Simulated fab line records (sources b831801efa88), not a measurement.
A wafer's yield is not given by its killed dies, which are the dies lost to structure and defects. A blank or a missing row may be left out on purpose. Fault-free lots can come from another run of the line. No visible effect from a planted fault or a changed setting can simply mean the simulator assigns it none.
Struck lot and sound lot, side by side / flow sky130 / 15 steps out of a route of 708
Sound: the wafers L929.2, L929.4, L929.5. Wafers struck: L922.1, L922.4, L922.6. Last of all comes the cause.
Per side, at each step with rows, come the tool, then ch with its chambers, and then its first start. Under that, the readings that differ: sound wafers / struck wafers / difference of the means / sigmas: that difference in standard deviations of wafers without a fault.
alike: same words and numbers on both sides, and readings whose means sit less than 2 such deviations apart. not compared: any withheld reading, any reading some wafer has no value for, any bound like >300 that may hide the same value, and any number with overlapping values for which the record gives no deviation.
Wherever a step has rows on one side only, a row that says differs or no value, or a row with sigmas, the two part there. Numbers that don't overlap but have no deviation are shown without sigmas and don't part them. A reading missing from all wafers of one side parts the sides only when that side holds two or more wafers.

first, 1 step without rows for these wafers: SKY_VIA4_CMP_21 (polishes, stops on SiO2, t overpolish 25 s, target thk 0 nm).
SKY_METAL5_SPUTTER_00: material Ti, target thk 15 nm, time 10 s.
  struck on pvd sputter-02, day 46 08:49; sound on pvd sputter-01, day 48 02:17
reading=throttle valve pct (%); sound=27.3 30.1 27.4; struck=30.7 30.6 31.3; difference=+2.6; sigmas=+2
SKY_METAL5_SPUTTER_01: material TiN, target thk 20 nm, time 16.7 s.
  struck on pvd sputter-02, day 46 08:50; sound on pvd sputter-01, day 48 02:19
reading=throttle valve pct (%); sound=27.4 29.8 27.4; struck=31.1 30.8 31.1; difference=+2.8; sigmas=+3
SKY_METAL5_SPUTTER_02: material AlCu, target thk 1150 nm, time 61.2 s.
  struck on pvd sputter-02, day 46 08:52; sound on pvd sputter-01, day 48 02:20
reading=throttle valve pct (%); sound=27.4 29.9 27.3; struck=30.7 30.7 30.6; difference=+2.5; sigmas=+2
SKY_METAL5_SPUTTER_03: material Ti, target thk 5 nm, time 3.3 s.
  struck on pvd sputter-02, day 46 08:55; sound on pvd sputter-01, day 48 02:23
reading=throttle valve pct (%); sound=27.6 29.8 27.4; struck=31.0 30.6 30.8; difference=+2.5; sigmas=+2
SKY_METAL5_SPUTTER_04: material TiN, target thk 70 nm, time 58.3 s.
  struck on pvd sputter-02, day 46 08:56; sound on pvd sputter-01, day 48 02:24
reading=throttle valve pct (%); sound=27.4 30.0 27.5; struck=31.0 30.9 30.8; difference=+2.6; sigmas=+2
SKY_METAL5_RS_MEAS_05: measures by four-point-probe.
  struck on film metro-04, day 46 08:59; sound on film metro-01, day 48 02:28
  alike: METAL5_ALCU_RS
SKY_METAL5_THK_MEAS_06: measures by xrf.
  struck on film metro-04, day 46 09:06; sound on film metro-01, day 48 02:35
  alike: METAL5_ALCU_THK
then, 4 steps without rows for these wafers: SKY_METAL5_DEHYDRATE_07 (time 60 s); SKY_METAL5_HMDS_08 (prime time 60 s); SKY_METAL5_COAT_09 (resist thk 1800 nm); SKY_METAL5_SOFTBAKE_10 (time 60 s).
SKY_METAL5_EXPOSE_11: exposes mask MM5, target cd 1600 nm.
  sound on iline stepper-01 ch 0, day 48 11:47; struck on iline stepper-02 ch 0, day 46 19:00
reading=model.METAL5.overlay x nm (nm); sound=-0.7186 -0.7186 -0.7186; struck=227.5 227.5 227.5; difference=+228.2; sigmas=
  alike: mask
after that, 1 step had no rows for these wafers: SKY_METAL5_PEB_12.
-- the record jumps here: 2 days lie between the struck wafers' starts before and after (it left off in module METAL5 and takes up again in module PAD_OPEN, whose first step shown is number 708 of the route) --
SKY_PAD_OPEN_PROBE_99:
  struck on prober-02, day 48 22:32; sound on prober-01, day 50 09:52
reading=model.etest.via4 chain.rc ohm; sound=0.8512 0.8178 0.7928; struck=0.8665 0.8578 0.8842; difference=+0.0489; sigmas=
  alike: defect limited yield, killed_at_M0_to_M3, killed_at_M4_up, killed at contacts, killed at front end, killed at other, killed dies, killed open, killed short, sort_bin_3_pad_short, sort_bin_5_function, sort_bin_6_memory, sort n pass, sort yield pct

WHERE THEY PART
Last at SKY_METAL5_SPUTTER_04 as far as this record goes, first at SKY_METAL5_SPUTTER_00. Later steps at which nothing parts them and some readings are alike: SKY_METAL5_RS_MEAS_05, SKY_METAL5_THK_MEAS_06, SKY_METAL5_EXPOSE_11, SKY_PAD_OPEN_PROBE_99.

WHY: the cause the simulator had injected
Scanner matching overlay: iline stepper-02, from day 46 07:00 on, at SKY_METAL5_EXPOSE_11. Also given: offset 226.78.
